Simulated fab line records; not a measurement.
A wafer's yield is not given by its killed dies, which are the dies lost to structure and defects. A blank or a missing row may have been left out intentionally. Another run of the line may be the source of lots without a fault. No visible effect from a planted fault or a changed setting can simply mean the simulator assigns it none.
fab line records | flow sky130
[record] lots = 7 wafers = 21 last_day = 50
route steps=708 shown FIELD_ISO@1
lots that met no fault: from a run of the same line without faults
start_h: hours from the record's first day to the start of the lot's first wafer shown | wait_h: how many hours have passed since the lot's step before this one | " unchanged from the row above | L1.1+2: a row that stands for several wafers | - either no value or no given start | * or withheld: withheld | < > ~ a bound
route shown NAME@n: a module of which the file shows steps, and the number in the route of the first | usual: mean/standard deviation taken from wafers without a fault | same: alike in all rows | chamber/n: place in a boat | sites: per-site readings | _std_site: the values' standard deviation | _edge_site: the outer-site mean with the inner-site mean subtracted | radius_mm: for every site, how far away it sits from the centre of the wafer | mask NAME#n: copy n | behind: the tool/chamber that last shaped the wafer | hold: why the lot was held/for how many hours/how that ended | device: names the non-switching transistor (n, p or np) | end of line: the tests these same wafers got at the end of their route | for a step that has no rows: nothing shown but its recipe | killed: count of dies lost to structure and defects at first sort (not the wafer's yield) | map: the dies of a wafer, with x for killed, . for not killed, _ for no die there
set.NAME: setting as actually run; set.NAME@STEP: the setting as run at that earlier step | model.NAME: the simulator's own value behind a step, which no gauge read
lots at some steps of the route; a table a step, a row a wafer
services: the hour from which a tool's chamber was out of use, counted from the record's first day as start_h (under 0 if before that day), plus the number of hours and why
[[steps]]
[step SKY_FIELD_ISO_BOW_MEAS_00]
[recipe] mode = bow
[usual] INCOMING_BOW = 0/6.7
// columns lot.wafer tool chamber start_h wait_h INCOMING_BOW[um]
L721.1 film_metro-04 - 50.00 - -4
L721.3 " - " " -2
L721.4 " - " " -4
L723.1 film_metro-02 - 60.00 - 0
L723.2 " - " " 6
L723.3 " - " " 5
L729.2 film_metro-04 - 90.02 - -15
L729.4 " - " " -15
L729.6 " - " " -7
L730.1 film_metro-02 - 95.00 - 6
L730.3 " - " " -5
L730.4 " - " " 8
L731.1 film_metro-02 - 100.00 - 0
L731.3 " - " " 6
L731.4 " - " " 8
L733.1 film_metro-01 - 110.00 - -3
L733.5 " - " " 8
L733.6 " - " " 12
L736.2 film_metro-01 - 125.02 - -2
L736.4 " - " " 16
L736.5 " - " " 11
[step SKY_FIELD_ISO_OXIDATION_01]
[recipe] temp_c = 900 ambient = O2 stabilise_s = 600 purge_s = 300 target_thk_a = 120 ox_time_s = 1843
[step SKY_FIELD_ISO_THK_MEAS_02]
[recipe] reads = SiO2_of_FIELD_ISO_OXIDATION_01
[usual] FIELD_ISO_OXIDATION_00_THK = 12.17/0.24
// columns lot.wafer tool chamber start_h wait_h FIELD_ISO_OXIDATION_00_THK[nm]
L721.1 film_metro-02 - 54.22 0.0 12.16
L721.3 " - " " 12.59
L721.4 " - " " 12.36
L723.1 film_metro-01 - 62.57 0.0 12.01
L723.2 " - " " 12.26
L723.3 " - " " 12.15
L729.2 film_metro-01 - 91.64 0.0 11.93
L729.4 " - " " 11.82
L729.6 " - " " 11.97
L730.1 film_metro-02 - 97.29 0.0 11.98
L730.3 " - " " 12.01
L730.4 " - " " 11.95
L731.1 film_metro-04 - 101.63 0.0 11.88
L731.3 " - " " 11.62
L731.4 " - " " 11.64
L733.1 film_metro-02 - 111.63 0.0 12.20
L733.5 " - " " 12.28
L733.6 " - " " 12.13
L736.2 film_metro-01 - 128.05 0.0 11.97
L736.4 " - " " 11.91
L736.5 " - " " 12.11
[step SKY_FIELD_ISO_CVD_03]
[recipe] material = Si3N4 precursor = DCS/NH3 target_thk_nm = 165 temp_c = 770 time_s = 2830 pressure_mtorr = 250
[usual] pressure_mtorr = 250.0/0.51 spike_tc_bottom_C = 794.3/1.5 spike_tc_top_C = 782/3.6
// columns lot.wafer tool chamber start_h wait_h pressure_mtorr spike_tc_bottom_C spike_tc_top_C
L721.1 lpcvd-02 0 54.28 0.1 249.7 793.1 786
L721.3 " 0 " " 250.1 792.4 787
L721.4 " 0 " " 249.8 793.8 789
L723.1 lpcvd-02 1 63.79 1.2 249.0 795.9 778
L723.2 " 1 " " 249.7 797.6 779
L723.3 " 1 " " 249.4 796.7 781
L729.2 lpcvd-02 1 92.58 0.9 - - -
L729.4 " 1 " " - - -
L729.6 " 1 " " - - -
L730.1 lpcvd-02 0 98.08 0.8 - - -
L730.3 " 0 " " - - -
L730.4 " 0 " " - - -
L731.1 lpcvd-02 1 101.69 0.1 - - -
L731.3 " 1 " " - - -
L731.4 " 1 " " - - -
L733.1 lpcvd-02 1 111.69 0.1 249.5 792.9 780
L733.5 " 1 " " 249.5 793.5 780
L733.6 " 1 " " 250.6 795.1 779
L736.2 lpcvd-02 0 128.51 0.4 249.8 791.7 788
L736.4 " 0 " " 249.7 794.3 785
L736.5 " 0 " " 249.8 793.5 788
[step SKY_FIELD_ISO_DEHYDRATE_05]
[recipe] temp_c = 200 time_s = 60
[step SKY_FIELD_ISO_HMDS_06]
[recipe] prime_time_s = 60 prime_temp_c = 120
[step SKY_FIELD_ISO_COAT_07]
[recipe] resist = BARC temp_c = withheld time_s = withheld spin_rpm = 3000 resist_thk_nm = 60
[step SKY_FIELD_ISO_COAT_08]
[recipe] resist = KrF-thick spin_rpm = 3000 resist_thk_nm = 450
[step SKY_FIELD_ISO_SOFTBAKE_09]
[recipe] temp_c = 100.5 time_s = 90 resist = KrF-thick
[step SKY_FIELD_ISO_EXPOSE_10]
[recipe] mask_id = FOM na = 0.68 source_shape = annular sigma_inner = 0.4 sigma_outer = 0.8 target_cd_nm = 150 dose_mj = 28
[step SKY_FIELD_ISO_PEB_11]
[recipe] peb_temp_c = withheld peb_time_s = withheld resist = KrF-thick
[step SKY_FIELD_ISO_DEVELOP_12]
[recipe] develop_time_s = 60 resist = KrF-thick dev_temp_c = 21
[step SKY_FIELD_ISO_CD_MEAS_13]
[recipe] target_cd_nm = 150
[usual] cd_nm = 150.2/1.8
// columns lot.wafer tool chamber start_h wait_h cd_nm
L721.1 cd_sem-02 - 71.60 - 149.4
L721.3 " - " " 147.8
L721.4 " - " " 148.9
L723.1 cd_sem-01 - 82.16 - 152.2
L723.2 " - " " 151.6
L723.3 " - " " 151.9
L729.2 cd_sem-02 - 111.83 - 147.2
L729.4 " - " " 147.9
L729.6 " - " " 147.8
L730.1 cd_sem-01 - 118.25 - 149.6
L730.3 " - " " 148.4
L730.4 " - " " 149.1
L731.1 cd_sem-01 - 121.78 - 149.0
L731.3 " - " " 148.0
L731.4 " - " " 151.4
L733.1 cd_sem-02 - 132.21 - 149.9
L733.5 " - " " 149.8
L733.6 " - " " 150.3
L736.2 cd_sem-02 - 149.55 - 148.6
L736.4 " - " " 149.7
L736.5 " - " " 147.2
[step SKY_FIELD_ISO_ETCH_14]
[recipe] chemistry = N2/H2 target = BARC ion_energy_ev = 200 source_w = 500 bias_w = 100 pressure_mtorr = 30 n2_flow_sccm = 100 h2_flow_sccm = 200 stop_on = SiO2 time_s = 45.9 target_depth_a = 600
[usual] chamber_pressure_mTorr = 29.998/0.026 drypump_motor_current_A = 5.5/0.45 oes_product_au = 0.854/0.0048 throttle_valve_pct = 13.225/0.0092
// columns lot.wafer tool chamber start_h wait_h chamber_pressure_mTorr drypump_motor_current_A oes_product_au rf_hours_counter_h throttle_valve_pct
L721.1 rie_diel-03 1 71.72 0.1 29.997 4.9 0.852 70 13.202
L721.3 " 3 " " 30.005 5.3 0.859 35 13.232
L721.4 " 0 " " 29.977 5.8 0.844 87 13.224
L723.1 rie_diel-03 1 82.28 0.1 29.978 4.9 0.850 71 13.233
L723.2 " 3 " " 29.972 5.3 0.851 35 13.216
L723.3 " 2 " " 30.001 5.9 0.858 156 13.210
L729.2 rie_diel-04 3 111.93 0.1 30.045 4.9 0.855 19 13.235
L729.4 " 2 " " 29.998 6.2 0.853 128 13.218
L729.6 " 1 " " 30.019 5.5 0.862 - 13.246
L730.1 rie_diel-01 0 118.37 0.1 29.990 5.0 0.848 141 13.218
L730.3 " 3 " " 29.953 6.2 0.855 1 13.229
L730.4 " 1 " " 30.023 5.4 0.857 115 13.220
L731.1 rie_diel-03 0 121.90 0.1 29.993 5.9 0.852 87 13.221
L731.3 " 1 " " 30.071 4.9 0.847 71 13.223
L731.4 " 3 " " 29.972 5.3 0.852 35 13.216
L733.1 rie_diel-03 3 132.33 0.1 29.988 5.3 0.855 35 13.226
L733.5 " 1 " " 30.000 4.9 0.857 - 13.226
L733.6 " 2 " " 30.013 5.9 0.863 - 13.230
L736.2 rie_diel-03 3 149.65 0.1 29.983 5.3 0.853 36 13.226
L736.4 " 0 " " 30.023 5.9 0.847 - 13.221
L736.5 " 3 " " 29.985 5.3 0.855 - 13.227
[step SKY_FIELD_ISO_ETCH_15]
[recipe] chemistry = CHF3/O2 target_depth_nm = 180 stop_on = Si source_w = 600 bias_w = 200 pressure_mtorr = 40 chf3_flow_sccm = 50 O2_flow_sccm = 5 time_s = 72
[usual] O2_flow_sccm = 4.999/0.014 chamber_pressure_mTorr = 40.00/0.038 drypump_motor_current_A = 5.5/0.45 oes_product_au = 0.948/0.0067 throttle_valve_pct = 8.845/0.0088
// columns lot.wafer tool chamber start_h wait_h O2_flow_sccm chamber_pressure_mTorr drypump_motor_current_A oes_product_au rf_hours_counter_h throttle_valve_pct model.etch.depth_nm
L721.1 rie_diel-03 1 71.76 0.0 4.983 40.05 4.9 0.937 70 8.835 163.3
L721.3 " 3 " " 5.022 39.94 5.3 0.944 35 8.837 164.5
L721.4 " 0 " " 5.016 40.03 5.8 0.942 87 8.849 163.3
L723.1 rie_diel-03 1 82.32 0.0 5.006 40.04 4.9 0.952 71 8.834 165.6
L723.2 " 3 " " 5.003 39.99 5.3 0.947 35 8.840 165.1
L723.3 " 2 " " 5.015 39.99 5.8 0.948 156 8.842 165.5
L729.2 rie_diel-04 3 111.97 0.0 4.975 40.02 4.9 1.001 20 8.857 -
L729.4 " 2 " " 5.003 39.96 6.2 0.989 128 8.867 180
L729.6 " 1 " " 5.002 39.98 5.5 0.988 - 8.846 177.5
L730.1 rie_diel-01 0 118.41 0.0 5.015 40.01 5.0 0.967 141 8.851 171.3
L730.3 " 3 " " 5.004 40.00 6.2 0.985 1 8.833 180
L730.4 " 1 " " 5.014 40.03 5.4 0.986 116 8.865 176.9
L731.1 rie_diel-03 0 121.94 0.0 4.974 40.04 5.8 0.992 87 8.863 180
L731.3 " 1 " " 5.011 40.09 4.9 0.983 71 8.865 179.4
L731.4 " 3 " " 5.004 40.02 5.3 0.988 35 8.859 176.1
L733.1 rie_diel-03 3 132.37 0.0 5.019 40.05 5.3 0.957 35 8.834 168.7
L733.5 " 1 " " 4.970 39.99 4.9 0.960 - 8.844 167.9
L733.6 " 2 " " 5.015 40.06 5.9 0.959 - 8.847 168
L736.2 rie_diel-03 3 149.69 0.0 4.987 39.93 5.3 0.947 36 8.839 165.8
L736.4 " 0 " " 5.009 39.99 5.8 0.949 - 8.841 165
L736.5 " 3 " " 5.015 40.05 5.3 0.944 - 8.837 164.4
[step SKY_FIELD_ISO_STRIP_16]
[recipe] chemistry = O2/N2 power_w = 1400 pressure_mtorr = 1500 platen_temp_c = withheld o2_flow_sccm = 3000 n2_flow_sccm = 300 overash_fraction = 0.5
[usual] chamber_pressure_mTorr = 1500.1/1.3 drypump_motor_current_A = 5.7/0.4 oes_product_au = 0.378/0.0058 strip_time_to_endpoint_s = 3.55/0.056
// columns lot.wafer tool chamber start_h wait_h chamber_pressure_mTorr drypump_motor_current_A oes_product_au rf_hours_counter_h strip_time_to_endpoint_s
L721.1 plasma_asher-04 1 71.81 0.0 1500.2 5.6 0.381 28 3.52
L721.3 " 0 " " 1498.1 5.9 0.380 - 3.53
L721.4 " 1 " " 1502.0 5.6 0.375 - 3.49
L723.1 plasma_asher-03 0 82.38 0.0 1501.5 6.3 0.376 38 3.53
L723.2 " 1 " " 1501.7 5.9 0.378 38 3.54
L723.3 " 1 " " 1499.0 5.9 0.389 - 3.65
L729.2 plasma_asher-04 0 112.03 0.0 1500.5 5.9 0.375 30 3.46
L729.4 " 0 " " 1499.8 5.9 0.370 - 3.53
L729.6 " 1 " " 1501.6 5.6 0.381 - 3.55
L730.1 plasma_asher-04 1 118.46 0.0 1501.1 5.6 0.386 31 3.62
L730.3 " 1 " " 1501.4 5.6 0.364 - 3.52
L730.4 " 0 " " 1498.7 5.9 0.382 - 3.59
L731.1 plasma_asher-04 1 122.00 0.0 1500.2 5.6 0.375 31 3.54
L731.3 " 0 " " 1500.9 5.9 0.382 - 3.55
L731.4 " 1 " " 1500.6 5.6 0.379 - 3.59
L733.1 plasma_asher-02 1 132.43 0.0 1501.2 5.0 0.373 46 3.55
L733.5 " 1 " " 1500.5 4.9 0.378 - 3.51
L733.6 " 0 " " 1501.6 6.0 0.382 - 3.60
L736.2 plasma_asher-02 1 149.75 0.0 1498.2 5.0 0.376 48 3.54
L736.4 " 0 " " 1500.1 6.0 0.369 - 3.49
L736.5 " 1 " " 1500.8 5.0 0.378 - 3.56
[step SKY_FIELD_ISO_ETCH_17]
[recipe] target_depth_a = 3420 mask_material = Si3N4 chemistry = HBr/Cl2/O2 target = Si taper_deg = 5 icp_w = 600 bias_w = 150 pressure_mtorr = 15 HBr_flow_sccm = 150 Cl2_flow_sccm = 40 O2_flow_sccm = 6 time_s = 97.7
[usual] O2_flow_sccm = 6.001/0.019 chamber_pressure_mTorr = 15.001/0.013 drypump_motor_current_A = 5.5/0.39 oes_product_au = 1.003/0.0095 throttle_valve_pct = 25.654/0.011
// columns lot.wafer tool chamber start_h wait_h O2_flow_sccm chamber_pressure_mTorr drypump_motor_current_A oes_product_au rf_hours_counter_h throttle_valve_pct
L721.1 rie_si-01 2 71.91 0.1 6.006 15.008 6.2 1.004 16 25.657
L721.3 " 1 " " 5.991 14.983 5.4 1.023 112 25.641
L721.4 " 0 " " 6.022 15.002 5.3 0.997 1 25.660
L723.1 rie_si-01 1 82.48 0.1 5.981 14.983 5.4 1.006 112 25.665
L723.2 " 2 " " 6.026 15.003 6.2 1.002 16 25.635
L723.3 " 0 " " 5.966 15.014 5.3 1.008 1 25.651
L729.2 rie_si-02 2 112.13 0.1 6.004 14.991 5.0 0.991 123 25.646
L729.4 " 1 " " 5.988 14.991 5.3 1.003 3 25.657
L729.6 " 0 " " 6.008 15.002 5.4 1.011 - 25.648
L730.1 rie_si-02 1 118.56 0.1 6.019 15.014 5.3 1.003 4 25.645
L730.3 " 2 " " 5.987 14.996 5.0 0.983 123 25.654
L730.4 " 3 " " 5.994 14.992 5.3 0.989 120 25.681
L731.1 rie_si-01 3 122.10 0.1 5.994 14.989 6.1 1.009 63 25.644
L731.3 " 2 " " 6.045 14.995 6.2 0.999 16 25.668
L731.4 " 1 " " 6.015 14.995 5.4 1.006 113 25.658
L733.1 rie_si-01 0 132.53 0.1 6.004 14.997 5.3 1.013 1 25.642
L733.5 " 3 " " 5.997 14.990 6.0 1.010 - 25.665
L733.6 " 0 " " 6.022 14.980 5.3 1.005 - 25.644
L736.2 rie_si-02 2 149.85 0.1 6.030 14.996 4.9 0.995 123 25.661
L736.4 " 3 " " 6.000 14.989 5.3 1.007 120 25.648
L736.5 " 0 " " 6.015 14.997 5.5 1.002 - 25.636
[step SKY_FIELD_ISO_WET_ETCH_18]
[recipe] chemistry = H3PO4 target_depth_nm = 25 temp_c = 160 target = Si3N4 time_s = 286
[step SKY_FIELD_ISO_CLEAN_19]
[recipe] chemistry = SC1/SC2 mix = 1:4:20 temp_c = 70 time_s = 150
[step SKY_FIELD_ISO_CLEAN_20]
[recipe] chemistry = dHF time_s = 20 dilution = 100:1
[step SKY_FIELD_ISO_WET_ETCH_21]
[recipe] chemistry = dHF dilution = 100:1 target_depth_nm = 20 dry = ipa_marangoni target = SiO2 temp_c = 25 time_s = 400
[step SKY_FIELD_ISO_OXIDATION_22]
[recipe] temp_c = 950 ambient = O2 stabilise_s = 600 purge_s = 300 target_thk_a = 100 ox_time_s = 623
[usual] spike_tc_top_C = 960.7/2.8
// columns lot.wafer tool chamber start_h wait_h spike_tc_top_C model.SiO2_of_FIELD_ISO_OXIDATION_01.thk_nm
L721.1 furnace-01 0 72.98 0.7 964.3 12.12
L721.3 " 0 " " 963.3 12.5
L721.4 " 0 " " 961.7 12.37
L723.1 furnace-01 0 84.00 1.2 961.2 12.04
L723.2 " 0 " " 963.7 12.25
L723.3 " 0 " " 963.0 12.15
L729.2 furnace-01 0 113.03 0.6 962.8 9.955
L729.4 " 0 " " 963.1 9.852
L729.6 " 0 " " 964.4 10.01
L730.1 furnace-02 0 118.91 0.0 957.0 10.03
L730.3 " 0 " " 958.3 9.838
L730.4 " 0 " " 956.6 10.22
L731.1 furnace-02 0 122.47 0.0 959.0 10.02
L731.3 " 0 " " 956.6 10
L731.4 " 0 " " 958.1 10.09
L733.1 furnace-02 0 134.28 1.2 957.5 12.25
L733.5 " 0 " " 957.5 12.29
L733.6 " 0 " " 958.6 12.14
L736.2 furnace-02 0 150.44 0.2 958.3 12.02
L736.4 " 0 " " 958.9 11.91
L736.5 " 0 " " 956.5 12.05
[step SKY_FIELD_ISO_THK_MEAS_23]
[recipe] reads = SiO2_of_FIELD_ISO_OXIDATION_22
[usual] FIELD_ISO_OXIDATION_01_THK = 10.06/0.18
// columns lot.wafer tool chamber start_h wait_h FIELD_ISO_OXIDATION_01_THK[nm]
L721.1 film_metro-01 - 74.15 0.0 10.02
L721.3 " - " " 9.83
L721.4 " - " " 9.92
L723.1 film_metro-02 - 85.18 0.0 9.80
L723.2 " - " " 9.99
L723.3 " - " " 9.94
L729.2 film_metro-01 - 114.21 0.0 -
L729.4 " - " " -
L729.6 " - " " -
L730.1 film_metro-01 - 120.08 0.0 -
L730.3 " - " " -
L730.4 " - " " -
L731.1 film_metro-04 - 123.64 0.0 -
L731.3 " - " " -
L731.4 " - " " -
L733.1 film_metro-02 - 135.45 0.0 10.28
L733.5 " - " " 10.04
L733.6 " - " " 10.30
L736.2 film_metro-04 - 151.62 0.0 10.04
L736.4 " - " " 9.93
L736.5 " - " " 10.15
[step SKY_FIELD_ISO_CVD_24]
[recipe] material = SiO2 target_thk_nm = 595 temp_c = 650 sigma_open_frac = 0.3 time_s = 99.2 sih4_flow_sccm = 60 pressure_mtorr = 6
[step SKY_FIELD_ISO_ANNEAL_26]
[recipe] temp_c = 1000 time_s = 1800 ambient = N2
[step SKY_FIELD_ISO_CMP_27]
[recipe] stop_on = Si3N4 t_overpolish_s = 16 down_force_psi = 4 platen_rpm = 60 target_thk_nm = 457.8 pad_velocity_m_s = 0.94248
[usual] head_pressure_psi = 4.001/0.0084 motor_current_A = 12.3/1.2
// columns lot.wafer tool chamber start_h wait_h head_pressure_psi motor_current_A
L721.3 cmp-02 3 75.88 0.0 4.001 12.6
L721.1 " 1 " " 4.001 12.8
L721.4 " 2 " " 3.997 11.6
L723.1 cmp-02 1 87.32 0.1 3.982 13.2
L723.3 " 2 " " 3.993 11.1
L723.2 " 3 " " 4.016 12.6
L729.2 cmp-02 2 115.89 0.0 3.988 12.1
L729.4 " 0 " " 4.002 11.3
L729.6 " 3 " " 3.999 12.9
L730.1 cmp-01 3 122.62 0.1 3.985 9.8
L730.4 " 0 " " 4.003 15.2
L730.3 " 2 " " 4.002 10.9
L731.1 cmp-02 2 126.53 0.0 3.984 12.1
L731.4 " 3 " " 4.010 12.7
L731.3 " 0 " " 3.997 11.9
L733.1 cmp-02 1 141.44 0.1 4.019 13.1
L733.5 " 3 " " 4.012 12.5
L733.6 " 0 " " 3.989 11.4
L736.4 cmp-01 2 154.62 0.1 3.988 11.6
L736.2 " 3 " " 4.004 10.3
L736.5 " 0 " " 3.991 14.1
[step SKY_FIELD_ISO_WET_ETCH_28]
[recipe] chemistry = dHF target_depth_nm = 23.7 target = SiO2 dilution = 10:1 temp_c = 25 time_s = 47
[step SKY_FIELD_ISO_WET_ETCH_29]
[recipe] chemistry = H3PO4 target_depth_nm = 160 target = Si3N4 temp_c = 160 time_s = 1825
// columns lot.wafer tool chamber start_h wait_h model.SiO2_of_FIELD_ISO_OXIDATION_01.thk_nm
L721.1 wet_bench-03 0 76.20 0.0 11.8
L721.3 " 0 " " 12.18
L721.4 " 0 " " 12.04
L723.1 wet_bench-04 1 87.60 0.0 11.72
L723.2 " 1 " " 11.93
L723.3 " 1 " " 11.84
L729.2 wet_bench-03 0 116.21 0.0 9.637
L729.4 " 0 " " 9.535
L729.6 " 0 " " 9.696
L730.1 wet_bench-03 1 122.94 0.0 9.693
L730.3 " 1 " " 9.497
L730.4 " 1 " " 9.878
L731.1 wet_bench-02 0 126.85 0.0 9.697
L731.3 " 0 " " 9.676
L731.4 " 0 " " 9.767
L733.1 wet_bench-02 3 141.66 0.0 11.94
L733.5 " 3 " " 11.99
L733.6 " 3 " " 11.83
L736.2 wet_bench-03 3 154.84 0.0 11.71
L736.4 " 3 " " 11.59
L736.5 " 3 " " 11.73
[step SKY_FIELD_ISO_WET_ETCH_30]
[recipe] chemistry = dHF target_depth_nm = 25 target = SiO2 dilution = 10:1 temp_c = 25 time_s = 48.96
[[services]]
// columns tool chamber start_h hours kind
cmp-01 - 31.22 1.5 repair
rie_si-02 3 31.59 5.0 repair
rie_si-01 1 33.03 1.2 repair
furnace-02 - 33.68 10.2 pm
cmp-02 - 36.12 1.3 repair
cmp-02 - 38.61 2.4 repair
rie_diel-01 - 41.85 0.8 repair
cmp-01 - 44.01 1.2 repair
wet_bench-04 - 46.93 3.9 repair
cmp-01 - 56.76 53.1 repair
furnace-01 - 64.10 3.1 pm
plasma_asher-04 - 75.00 15.6 pm
plasma_asher-02 - 78.01 5.1 repair
cmp-02 - 83.41 2.0 repair
rie_diel-03 1 87.17 2.2 repair
rie_diel-01 1 91.32 5.1 repair
rie_diel-01 - 94.68 0.6 repair
rie_diel-01 3 94.80 6.8 repair
rie_diel-04 - 96.95 1.8 repair
cmp-01 - 101.12 0.2 repair
cmp-01 - 109.87 4.0 pm
cmp-02 - 148.03 21.6 repair
cmp-01 - 149.24 1.0 repair
rie_si-02 1 154.49 12.3 repair
[[key]]
[first_sign] step = SKY_FIELD_ISO_CVD_03 reading = tool_record direction = missing
[effect] step = SKY_FIELD_ISO_ETCH_15 reading = oes_product_au direction = up sigmas = 5.7 usual = 0.948 struck = 0.986
[effect] step = SKY_FIELD_ISO_THK_MEAS_23 reading = FIELD_ISO_OXIDATION_01_THK direction = missing
[model_effect] step = SKY_FIELD_ISO_ETCH_15 value = etch.depth_nm without = 165.5 struck = 177.6
[model_effect] step = SKY_FIELD_ISO_OXIDATION_22 value = SiO2_of_FIELD_ISO_OXIDATION_01.thk_nm without = 11.86 struck = 10
[model_effect] step = SKY_FIELD_ISO_WET_ETCH_29 value = SiO2_of_FIELD_ISO_OXIDATION_01.thk_nm without = 11.53 struck = 9.675
met_at SKY_FIELD_ISO_CVD_03
struck_wafers L729.2,L729.4,L729.6,L730.1,L730.3,L730.4,L731.1,L731.3,L731.4
later_rows_left_out L729.2,L729.4,L729.6,L730.1,L730.3,L730.4,L731.1,L731.3,L731.4
sort_left_out L729.2,L729.4,L729.6,L730.1,L730.3,L730.4,L731.1,L731.3,L731.4
tester_left_out L729,L730,L731
onset_between 63.79 92.58
[fault] kind = skipped_step_whole tool = lpcvd-02 chamber = - onset_h = 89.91 steps = SKY_FIELD_ISO_CVD_03 scope = struck_lots_only
// tester_left_out: of these lots the tester's yield and bins aren't shown, on N5 and GAA mostly nor the transistor test; their killed dies are dies lost to structure and defects alone, not to doping, threshold or leakage, so they don't give the yield
// sort_left_out: the simulated sort isn't trusted on such a fault, so these wafers' sort isn't shown, and their yield isn't known
// later_rows_left_out: the simulator's readings of these wafers behind a module that went badly wrong aren't trusted and aren't shown, but for the sort
